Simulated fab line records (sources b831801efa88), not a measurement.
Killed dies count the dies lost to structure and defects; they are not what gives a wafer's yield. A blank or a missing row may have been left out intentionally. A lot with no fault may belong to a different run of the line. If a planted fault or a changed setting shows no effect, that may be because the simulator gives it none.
A sampling plan put to the test ; flow sky130 ; one line in one fab, 60 faults in these records, each fault weighed on the records of the lots it struck
The plan consists of the line's own looks: route steps at which the wafer is read by a gauge or an inspection but not changed. A look is open to judgement when struck wafers have a number at it and the file gives its usual mean and standard deviation on fault-free wafers. Caught: the struck wafers' mean, at a look after the fault's first step, is 4 or more of those standard deviations (sigma) away from the usual mean. On the tool: here the same test is run on the tool's own readings at the fault's steps. If the struck wafers alone have a blank record, or they carry another recipe, that too counts as caught.

## THE FAULTS, as the simulator had put them in
1. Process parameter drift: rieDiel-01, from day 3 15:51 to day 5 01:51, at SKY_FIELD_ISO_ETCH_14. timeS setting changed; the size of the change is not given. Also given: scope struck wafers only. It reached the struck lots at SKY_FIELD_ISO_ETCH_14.
2. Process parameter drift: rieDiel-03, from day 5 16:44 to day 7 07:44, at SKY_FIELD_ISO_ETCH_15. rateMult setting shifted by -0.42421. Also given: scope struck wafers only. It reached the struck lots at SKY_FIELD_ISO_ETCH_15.
3. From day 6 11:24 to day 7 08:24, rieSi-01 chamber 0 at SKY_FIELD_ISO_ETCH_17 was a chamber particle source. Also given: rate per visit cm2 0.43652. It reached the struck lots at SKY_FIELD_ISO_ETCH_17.
4. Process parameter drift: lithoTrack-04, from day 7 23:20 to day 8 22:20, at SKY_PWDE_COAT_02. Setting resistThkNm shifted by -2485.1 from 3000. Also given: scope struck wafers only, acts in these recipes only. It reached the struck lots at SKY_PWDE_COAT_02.
5. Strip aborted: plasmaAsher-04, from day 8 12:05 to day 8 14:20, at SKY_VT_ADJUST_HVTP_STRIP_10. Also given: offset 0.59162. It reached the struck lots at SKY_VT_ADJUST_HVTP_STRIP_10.
6. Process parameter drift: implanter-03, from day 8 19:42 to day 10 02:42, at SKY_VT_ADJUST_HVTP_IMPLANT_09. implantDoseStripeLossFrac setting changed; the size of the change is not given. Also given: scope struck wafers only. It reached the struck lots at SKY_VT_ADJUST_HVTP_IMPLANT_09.
7. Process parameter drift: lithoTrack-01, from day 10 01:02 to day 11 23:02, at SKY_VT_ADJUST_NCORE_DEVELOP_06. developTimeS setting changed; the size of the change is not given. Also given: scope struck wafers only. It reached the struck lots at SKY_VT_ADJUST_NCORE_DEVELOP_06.
8. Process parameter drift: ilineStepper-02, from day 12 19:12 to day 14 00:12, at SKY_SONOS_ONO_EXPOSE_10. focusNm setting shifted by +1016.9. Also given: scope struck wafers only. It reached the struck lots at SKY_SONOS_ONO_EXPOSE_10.
9. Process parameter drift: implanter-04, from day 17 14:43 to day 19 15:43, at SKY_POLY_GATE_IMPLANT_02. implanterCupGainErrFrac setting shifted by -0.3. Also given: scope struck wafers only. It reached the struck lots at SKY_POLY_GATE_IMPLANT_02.
10. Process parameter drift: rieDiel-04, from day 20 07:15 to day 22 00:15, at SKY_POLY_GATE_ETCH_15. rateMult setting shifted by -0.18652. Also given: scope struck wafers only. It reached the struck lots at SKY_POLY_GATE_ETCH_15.
11. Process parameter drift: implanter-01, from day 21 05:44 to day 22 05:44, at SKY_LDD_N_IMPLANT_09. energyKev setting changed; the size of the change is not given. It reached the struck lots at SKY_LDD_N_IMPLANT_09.
12. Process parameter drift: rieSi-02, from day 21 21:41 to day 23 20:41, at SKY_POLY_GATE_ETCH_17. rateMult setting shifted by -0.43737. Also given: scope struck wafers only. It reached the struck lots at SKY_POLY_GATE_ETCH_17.
13. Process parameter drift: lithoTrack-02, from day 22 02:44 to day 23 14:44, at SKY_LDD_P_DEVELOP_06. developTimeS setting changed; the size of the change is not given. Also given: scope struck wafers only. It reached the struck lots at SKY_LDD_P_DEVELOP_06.
14. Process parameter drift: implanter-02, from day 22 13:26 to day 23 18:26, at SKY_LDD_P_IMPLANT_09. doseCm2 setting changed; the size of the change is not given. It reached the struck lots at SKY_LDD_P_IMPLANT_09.
15. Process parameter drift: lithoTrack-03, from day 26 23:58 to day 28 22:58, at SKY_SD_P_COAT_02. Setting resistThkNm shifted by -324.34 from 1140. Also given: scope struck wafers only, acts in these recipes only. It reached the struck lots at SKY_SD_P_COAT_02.
16. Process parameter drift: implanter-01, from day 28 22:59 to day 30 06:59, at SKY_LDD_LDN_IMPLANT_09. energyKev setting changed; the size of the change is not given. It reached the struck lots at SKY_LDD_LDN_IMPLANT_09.
17. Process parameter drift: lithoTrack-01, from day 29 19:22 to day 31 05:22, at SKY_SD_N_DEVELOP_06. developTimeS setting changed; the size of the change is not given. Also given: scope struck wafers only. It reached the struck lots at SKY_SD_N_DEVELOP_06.
18. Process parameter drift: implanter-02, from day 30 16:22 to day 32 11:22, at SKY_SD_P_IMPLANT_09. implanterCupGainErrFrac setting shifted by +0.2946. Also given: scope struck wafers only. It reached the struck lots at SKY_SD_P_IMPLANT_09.
19. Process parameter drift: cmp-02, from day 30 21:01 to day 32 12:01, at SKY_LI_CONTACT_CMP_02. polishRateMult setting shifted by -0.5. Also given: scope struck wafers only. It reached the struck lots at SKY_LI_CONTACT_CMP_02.
20. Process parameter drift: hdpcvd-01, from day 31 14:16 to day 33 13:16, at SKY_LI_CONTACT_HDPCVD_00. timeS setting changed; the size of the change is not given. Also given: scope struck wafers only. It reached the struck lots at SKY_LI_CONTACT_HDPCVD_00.
21. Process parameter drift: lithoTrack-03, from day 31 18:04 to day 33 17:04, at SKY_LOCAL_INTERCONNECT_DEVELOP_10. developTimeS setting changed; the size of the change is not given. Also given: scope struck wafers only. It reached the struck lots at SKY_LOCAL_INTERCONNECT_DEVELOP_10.
22. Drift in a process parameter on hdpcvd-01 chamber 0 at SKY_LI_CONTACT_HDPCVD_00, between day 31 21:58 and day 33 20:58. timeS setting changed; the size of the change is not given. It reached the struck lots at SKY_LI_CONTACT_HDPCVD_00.
23. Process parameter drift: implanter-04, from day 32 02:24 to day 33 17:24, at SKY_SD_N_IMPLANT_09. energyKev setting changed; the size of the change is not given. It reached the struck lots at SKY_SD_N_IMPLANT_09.
24. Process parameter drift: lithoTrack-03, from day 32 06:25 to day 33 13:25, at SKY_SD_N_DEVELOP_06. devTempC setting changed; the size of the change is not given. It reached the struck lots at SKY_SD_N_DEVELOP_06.
25. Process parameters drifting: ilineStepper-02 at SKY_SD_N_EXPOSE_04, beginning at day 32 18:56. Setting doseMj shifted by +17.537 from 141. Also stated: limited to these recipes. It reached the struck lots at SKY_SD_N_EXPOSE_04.
26. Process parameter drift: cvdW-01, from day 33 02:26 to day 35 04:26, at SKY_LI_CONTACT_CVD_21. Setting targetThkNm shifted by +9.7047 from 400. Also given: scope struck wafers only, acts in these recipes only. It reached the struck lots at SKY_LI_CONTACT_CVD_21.
27. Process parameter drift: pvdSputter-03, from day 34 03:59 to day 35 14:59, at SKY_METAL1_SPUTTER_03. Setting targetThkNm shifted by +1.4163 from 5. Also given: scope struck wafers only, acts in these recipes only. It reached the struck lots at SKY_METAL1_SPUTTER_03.
28. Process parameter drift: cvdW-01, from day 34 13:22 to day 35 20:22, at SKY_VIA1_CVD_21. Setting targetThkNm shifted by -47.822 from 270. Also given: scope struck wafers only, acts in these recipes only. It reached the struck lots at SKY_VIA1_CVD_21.
29. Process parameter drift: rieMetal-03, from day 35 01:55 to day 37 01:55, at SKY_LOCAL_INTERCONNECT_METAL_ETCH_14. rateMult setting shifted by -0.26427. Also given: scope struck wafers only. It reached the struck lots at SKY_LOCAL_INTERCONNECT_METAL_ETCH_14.
30. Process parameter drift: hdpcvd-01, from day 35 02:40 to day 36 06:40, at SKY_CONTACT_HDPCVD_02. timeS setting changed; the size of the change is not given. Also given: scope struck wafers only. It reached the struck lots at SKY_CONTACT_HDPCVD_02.
31. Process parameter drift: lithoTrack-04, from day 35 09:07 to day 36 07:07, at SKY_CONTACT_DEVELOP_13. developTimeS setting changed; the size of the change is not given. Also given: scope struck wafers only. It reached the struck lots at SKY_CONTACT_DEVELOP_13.
32. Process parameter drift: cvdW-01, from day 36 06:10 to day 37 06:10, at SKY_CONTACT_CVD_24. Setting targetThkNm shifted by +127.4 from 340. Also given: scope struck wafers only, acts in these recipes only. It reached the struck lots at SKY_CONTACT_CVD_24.
33. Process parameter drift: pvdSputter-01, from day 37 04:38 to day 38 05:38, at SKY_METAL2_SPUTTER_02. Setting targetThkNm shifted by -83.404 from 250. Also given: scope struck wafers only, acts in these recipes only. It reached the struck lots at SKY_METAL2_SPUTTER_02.
34. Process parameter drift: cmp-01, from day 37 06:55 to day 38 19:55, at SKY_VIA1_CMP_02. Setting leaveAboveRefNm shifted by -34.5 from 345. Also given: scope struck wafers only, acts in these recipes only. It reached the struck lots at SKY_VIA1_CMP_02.
35. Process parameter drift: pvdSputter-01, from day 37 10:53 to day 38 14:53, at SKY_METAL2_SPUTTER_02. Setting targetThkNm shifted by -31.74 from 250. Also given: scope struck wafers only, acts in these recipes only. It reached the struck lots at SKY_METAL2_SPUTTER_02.
36. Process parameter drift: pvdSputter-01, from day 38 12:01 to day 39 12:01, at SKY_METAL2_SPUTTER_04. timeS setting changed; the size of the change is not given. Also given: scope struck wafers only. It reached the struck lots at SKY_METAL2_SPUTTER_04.
37. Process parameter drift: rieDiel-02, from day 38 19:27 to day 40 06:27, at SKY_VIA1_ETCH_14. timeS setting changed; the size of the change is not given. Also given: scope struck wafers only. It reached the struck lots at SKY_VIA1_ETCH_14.
38. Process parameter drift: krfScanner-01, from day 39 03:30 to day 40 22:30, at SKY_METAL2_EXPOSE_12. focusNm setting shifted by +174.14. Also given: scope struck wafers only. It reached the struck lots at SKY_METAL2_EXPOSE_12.
39. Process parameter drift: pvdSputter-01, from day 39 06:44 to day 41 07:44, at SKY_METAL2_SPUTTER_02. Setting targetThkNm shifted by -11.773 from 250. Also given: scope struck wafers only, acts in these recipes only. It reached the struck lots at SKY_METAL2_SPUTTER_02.
40. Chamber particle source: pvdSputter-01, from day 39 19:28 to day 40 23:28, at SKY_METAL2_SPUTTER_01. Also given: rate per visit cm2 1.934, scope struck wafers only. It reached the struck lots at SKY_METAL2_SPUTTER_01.
41. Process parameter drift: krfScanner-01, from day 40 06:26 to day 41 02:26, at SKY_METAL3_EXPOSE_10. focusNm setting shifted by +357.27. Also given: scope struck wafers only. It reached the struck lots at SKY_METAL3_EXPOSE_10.
42. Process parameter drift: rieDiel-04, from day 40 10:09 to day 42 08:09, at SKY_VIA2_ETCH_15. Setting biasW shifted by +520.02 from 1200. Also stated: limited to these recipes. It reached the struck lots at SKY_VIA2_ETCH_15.
43. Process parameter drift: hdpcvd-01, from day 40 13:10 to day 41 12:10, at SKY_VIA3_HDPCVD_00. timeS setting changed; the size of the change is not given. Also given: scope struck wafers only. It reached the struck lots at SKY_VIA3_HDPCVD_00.
44. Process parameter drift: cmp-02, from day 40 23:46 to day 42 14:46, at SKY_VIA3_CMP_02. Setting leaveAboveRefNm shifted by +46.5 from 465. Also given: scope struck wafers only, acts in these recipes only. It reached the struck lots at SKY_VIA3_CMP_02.
45. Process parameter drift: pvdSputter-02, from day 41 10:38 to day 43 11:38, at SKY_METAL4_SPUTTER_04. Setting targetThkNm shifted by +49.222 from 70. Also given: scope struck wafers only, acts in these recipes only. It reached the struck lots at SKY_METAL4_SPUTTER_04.
46. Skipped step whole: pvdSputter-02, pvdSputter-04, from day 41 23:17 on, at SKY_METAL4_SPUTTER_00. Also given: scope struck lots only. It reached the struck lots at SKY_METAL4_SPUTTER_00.
47. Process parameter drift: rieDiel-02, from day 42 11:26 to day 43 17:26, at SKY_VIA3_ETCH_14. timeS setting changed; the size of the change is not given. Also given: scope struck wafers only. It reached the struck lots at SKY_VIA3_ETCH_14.
48. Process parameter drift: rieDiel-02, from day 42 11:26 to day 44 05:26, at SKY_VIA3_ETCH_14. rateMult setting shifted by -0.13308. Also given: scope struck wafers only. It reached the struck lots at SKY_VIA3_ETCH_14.
49. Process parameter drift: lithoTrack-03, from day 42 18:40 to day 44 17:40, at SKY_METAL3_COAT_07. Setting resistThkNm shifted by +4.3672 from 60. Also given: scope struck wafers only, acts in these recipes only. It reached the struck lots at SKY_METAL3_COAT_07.
50. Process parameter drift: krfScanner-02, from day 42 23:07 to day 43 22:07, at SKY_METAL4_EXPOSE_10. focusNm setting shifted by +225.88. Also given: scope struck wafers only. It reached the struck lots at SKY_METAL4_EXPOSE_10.
51. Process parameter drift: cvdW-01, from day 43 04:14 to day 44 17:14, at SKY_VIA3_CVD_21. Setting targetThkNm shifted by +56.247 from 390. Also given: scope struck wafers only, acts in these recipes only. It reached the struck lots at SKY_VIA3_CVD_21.
52. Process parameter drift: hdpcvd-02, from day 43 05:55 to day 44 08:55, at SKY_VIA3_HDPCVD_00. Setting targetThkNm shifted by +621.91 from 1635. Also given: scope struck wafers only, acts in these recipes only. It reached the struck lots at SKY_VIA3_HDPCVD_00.
53. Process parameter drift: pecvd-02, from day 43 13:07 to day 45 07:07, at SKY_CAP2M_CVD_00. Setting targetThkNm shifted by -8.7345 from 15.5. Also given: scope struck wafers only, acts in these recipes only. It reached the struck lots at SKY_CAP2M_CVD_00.
54. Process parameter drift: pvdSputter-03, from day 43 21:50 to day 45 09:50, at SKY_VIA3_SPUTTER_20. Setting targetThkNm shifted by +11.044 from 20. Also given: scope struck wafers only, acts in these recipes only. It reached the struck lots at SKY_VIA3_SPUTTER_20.
55. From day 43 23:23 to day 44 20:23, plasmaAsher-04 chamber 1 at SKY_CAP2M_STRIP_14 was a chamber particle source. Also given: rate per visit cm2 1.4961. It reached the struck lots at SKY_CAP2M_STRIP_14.
56. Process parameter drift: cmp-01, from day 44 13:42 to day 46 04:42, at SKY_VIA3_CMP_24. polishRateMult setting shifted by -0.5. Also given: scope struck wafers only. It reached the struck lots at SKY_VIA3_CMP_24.
57. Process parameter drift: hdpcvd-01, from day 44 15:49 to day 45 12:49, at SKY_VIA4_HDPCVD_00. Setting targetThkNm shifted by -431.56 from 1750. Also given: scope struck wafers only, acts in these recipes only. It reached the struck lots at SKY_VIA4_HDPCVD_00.
58. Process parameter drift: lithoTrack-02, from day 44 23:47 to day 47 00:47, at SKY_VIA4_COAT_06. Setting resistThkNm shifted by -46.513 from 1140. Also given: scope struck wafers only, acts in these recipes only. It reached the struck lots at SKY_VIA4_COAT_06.
59. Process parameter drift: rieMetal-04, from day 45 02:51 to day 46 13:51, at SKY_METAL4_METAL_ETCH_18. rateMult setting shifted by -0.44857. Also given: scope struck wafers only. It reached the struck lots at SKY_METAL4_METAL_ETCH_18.
60. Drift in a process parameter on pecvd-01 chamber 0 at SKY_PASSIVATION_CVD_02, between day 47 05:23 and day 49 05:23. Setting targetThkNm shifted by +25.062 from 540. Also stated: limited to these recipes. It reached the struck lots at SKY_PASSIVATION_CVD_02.

## WHAT THE PLAN SAW
fault;on the tool itself;first look that catches it;reading, sigma;median hours from its first step to that look;hours from the fault's start to the first struck lot there;judged looks passed uncaught
1;runLengthS -43 sigma;no look after it can be judged;-;-;-;0
2;oesProductAu -34 sigma;no look after it can be judged;-;-;-;0
3;under 2 sigma;none of the 4 looks that can be judged after it;-;-;-;4
4;no reading that can be judged;SKY_NWELL_TW_MEAS_26;NWELL_2_TW +10;55.1;56;2
5;oesProductAu +48 sigma;SKY_VT_ADJUST_LVTN_TW_MEAS_10;VT_ADJUST_LVTN_TW -99 or beyond;22.4;25;0
6;no reading that can be judged;SKY_VT_ADJUST_HVTP_TW_MEAS_11;VT_ADJUST_HVTP_TW -12;0.2;6;0
7;no reading that can be judged;SKY_VT_ADJUST_NCORE_CD_MEAS_07;cdNm -26;0.1;33;0
8;under 2 sigma;SKY_SONOS_ONO_CD_MEAS_13;cdNm -59;13.0;16;0
9;beamOnS +6.9 sigma;not the one look that can be judged after it;strongest: POLY_GATE_TW at SKY_RES_PROTECT_TW_MEAS_08, +2.6;-;-;1
10;under 2 sigma;no look after it can be judged;-;-;-;0
11;beamEnergyKeV -99 or beyond sigma;no look after it can be judged;-;-;-;0
12;oesProductAu -41 sigma;not the one look that can be judged after it;-;-;-;1
13;under 2 sigma;SKY_LDD_P_CD_MEAS_07;cdNm +19;0.1;7;0
14;doseIonsCm2 -99 or beyond sigma;SKY_LDD_P_TW_MEAS_11;LDD_P_TW -58;0.2;4;0
15;no reading that can be judged;SKY_SD_P_CD_MEAS_07;cdNm +13;14.2;17;0
16;beamEnergyKeV +99 or beyond sigma;no look after it can be judged;-;-;-;0
17;under 2 sigma;SKY_SD_N_CD_MEAS_07;cdNm -45;0.1;4;0
18;faradayCurrentUA +5.8 sigma;SKY_SD_P_TW_MEAS_11;SD_P_TW -7.1;0.2;9;0
19;only faintly: timeToEndpointS +2.0 sigma;no look after it can be judged;-;-;-;0
20;runLengthS +99 or beyond sigma;SKY_LI_CONTACT_THK_MEAS_01;LI_CONTACT_HDPCVD_THK +18;0.1;3;0
21;no reading that can be judged;SKY_LOCAL_INTERCONNECT_CD_MEAS_11;cdNm +7.5;0.4;15;0
22;runLengthS +99 or beyond sigma;SKY_LI_CONTACT_THK_MEAS_01;LI_CONTACT_HDPCVD_THK +18;0.1;4;0
23;beamEnergyKeV -99 or beyond sigma;SKY_SD_N_TW_MEAS_12;SD_N_TW -16;0.4;10;0
24;developerTempC -20 sigma;none of the 2 looks that can be judged after it;strongest: cdNm at SKY_SD_N_CD_MEAS_07, +2.4;-;-;2
25;exposureDoseMJCm2 +99 or beyond sigma;SKY_SD_N_CD_MEAS_07;cdNm +14;12.6;33;0
26;under 2 sigma;not the one look that can be judged after it;strongest: LI_CONTACT_W_RS at SKY_LI_CONTACT_RS_MEAS_22, -2.8;-;-;1
27;under 2 sigma;no look after it can be judged;-;-;-;0
28;under 2 sigma;SKY_VIA1_RS_MEAS_22;VIA1_W_RS +15;0.1;1;0
29;oesProductAu -13 sigma;no look after it can be judged;-;-;-;0
30;runLengthS -55 sigma;SKY_CONTACT_THK_MEAS_03;CONTACT_HDPCVD_THK -16;0.1;1;0
31;under 2 sigma;SKY_CONTACT_CD_MEAS_14;cdNm -5.3;0.5;4;0
32;under 2 sigma;SKY_CONTACT_RS_MEAS_25;CONTACT_W_RS -17;0.1;1;0
33;under 2 sigma;SKY_METAL2_RS_MEAS_05;METAL2_ALCU_RS +44;0.1;4;0
34;under 2 sigma;no look after it can be judged;-;-;-;0
35;under 2 sigma;SKY_METAL2_RS_MEAS_05;METAL2_ALCU_RS +12;0.1;3;0
36;under 2 sigma;not the one look that can be judged after it;strongest: METAL2_ALCU_THK at SKY_METAL2_THK_MEAS_06, -2.9;-;-;1
37;oesProductAu +30 sigma;no look after it can be judged;-;-;-;0
38;no reading that can be judged;SKY_METAL2_CD_MEAS_15;cdNm -11;12.3;14;0
39;under 2 sigma;SKY_METAL2_RS_MEAS_05;METAL2_ALCU_RS +4.5;0.1;4;0
40;under 2 sigma;not the one look that can be judged after it;-;-;-;1
41;no reading that can be judged;SKY_METAL3_CD_MEAS_13;cdNm -32;11.8;17;0
42;biasW +99 or beyond sigma;no look after it can be judged;-;-;-;0
43;runLengthS +99 or beyond sigma;SKY_VIA3_THK_MEAS_01;VIA3_HDPCVD_THK +20;0.2;3;0
44;under 2 sigma;no look after it can be judged;-;-;-;0
45;under 2 sigma;no look after it can be judged;-;-;-;0
46;the tool's record is blank for the struck wafers;no look after it can be judged;-;-;-;0
47;oesProductAu +12 sigma;no look after it can be judged;-;-;-;0
48;only faintly: biasW -2.1 sigma;no look after it can be judged;-;-;-;0
49;no reading that can be judged;no look after it can be judged;-;-;-;0
50;no reading that can be judged;SKY_METAL4_CD_MEAS_13;cdNm -13;11.0;13;0
51;under 2 sigma;SKY_VIA3_RS_MEAS_22;VIA3_W_RS -9.6;0.2;2;0
52;no reading that can be judged;SKY_VIA3_THK_MEAS_01;VIA3_HDPCVD_THK +26;0.2;5;0
53;under 2 sigma;SKY_CAP2M_THK_MEAS_01;CAP2M_CVD_00_THK -27;0.0;14;0
54;under 2 sigma;none of the 6 looks that can be judged after it;-;-;-;6
55;under 2 sigma;none of the 2 looks that can be judged after it;-;-;-;2
56;overpolishRunS -99 or beyond sigma;no look after it can be judged;-;-;-;0
57;no reading that can be judged;SKY_VIA4_THK_MEAS_01;VIA4_HDPCVD_THK -17;0.2;5;0
58;no reading that can be judged;no look after it can be judged;-;-;-;0
59;oesProductAu -25 sigma;no look after it can be judged;-;-;-;0
60;under 2 sigma;SKY_PASSIVATION_THK_MEAS_03;PASSIVATION_CVD_02_THK +4.7;0.2;14;0
A dash: the fault is not caught, or the number is missing from these records.

Caught at a look: 31 of 60. Caught on the tool: 23 of 60. By one or the other: 45 of 60.
On the tool alone, faults 1, 2, 9, 11, 12, 16, 24, 29, 37, 42, 46, 47, 56, 59 were caught.
Caught at a look alone: faults 4, 6, 7, 8, 13, 15, 17, 21, 28, 31, 32, 33, 35, 38, 39, 41, 50, 51, 52, 53, 57, 60.
Caught by neither: faults 3, 10, 19, 26, 27, 34, 36, 40, 44, 45, 48, 49, 54, 55, 58.

## THINNER SAMPLING
Were the look that catches a fault to measure just every second or every third lot (counted by lot number), the first struck lot would, at worst, be measured this late:
fault;struck lots at that look, in order of time;every lot;every second lot;every third lot
4;L349;56 h;may miss it;may miss it
5;L834;25 h;may miss it;may miss it
6;L166;6 h;may miss it;may miss it
7;L834, L835;33 h;43 h;may miss all 2
8;L497, L498;16 h;36 h;may miss all 2
13;L349, L350, L352;7 h;14 h;may miss all 3
14;L417, L418, L419;4 h;15 h;23 h
15;L529, L534;17 h;56 h;may miss all 2
17;L971, L972, L975;4 h;8 h;may miss all 3
18;L478, L479, L481;9 h;17 h;may miss all 3
20;L927, L928, L930;3 h;12 h;may miss all 3
21;L363, L365;15 h;may miss all 2;may miss all 2
22;L854, L856;4 h;may miss all 2;may miss all 2
23;L655, L658;10 h;30 h;may miss all 2
25;L396, L399;33 h;52 h;may miss all 2
28;L996;1 h;may miss it;may miss it
30;L994, L995, L996;1 h;14 h;21 h
31;L424, L425;4 h;15 h;may miss all 2
32;L823, L824, L825;1 h;13 h;21 h
33;L202;4 h;may miss it;may miss it
35;L287, L288;3 h;10 h;may miss all 2
38;L981, L984;14 h;41 h;may miss all 2
39;L684, L687, L688;4 h;22 h;may miss all 3
41;L687, L688;17 h;25 h;may miss all 2
43;L105, L107;3 h;may miss all 2;may miss all 2
50;L732, L733, L734;13 h;19 h;27 h
51;L828, L829;2 h;14 h;may miss all 2
52;L157, L160;5 h;24 h;may miss all 2
53;L699, L700;14 h;23 h;may miss all 2
57;L373, L374, L375;5 h;11 h;13 h
60;L894;14 h;may miss it;may miss it
The hour figures run from when the fault began to the first measured lot among those it struck. The test against the limit of 4 sigma pooled every struck wafer, which means one lot taken alone may stay below that limit. Other struck lots may not be in these records.

## THE LONGEST TIMED WAY FROM STEP TO LOOK
Fault 4: a median of 55.1 hours passes between SKY_PWDE_COAT_02 and SKY_NWELL_TW_MEAS_26. The looks between them that can be judged stayed within 4 sigma: SKY_PWDE_OVL_MEAS_07, SKY_NWELL_OVL_MEAS_23.
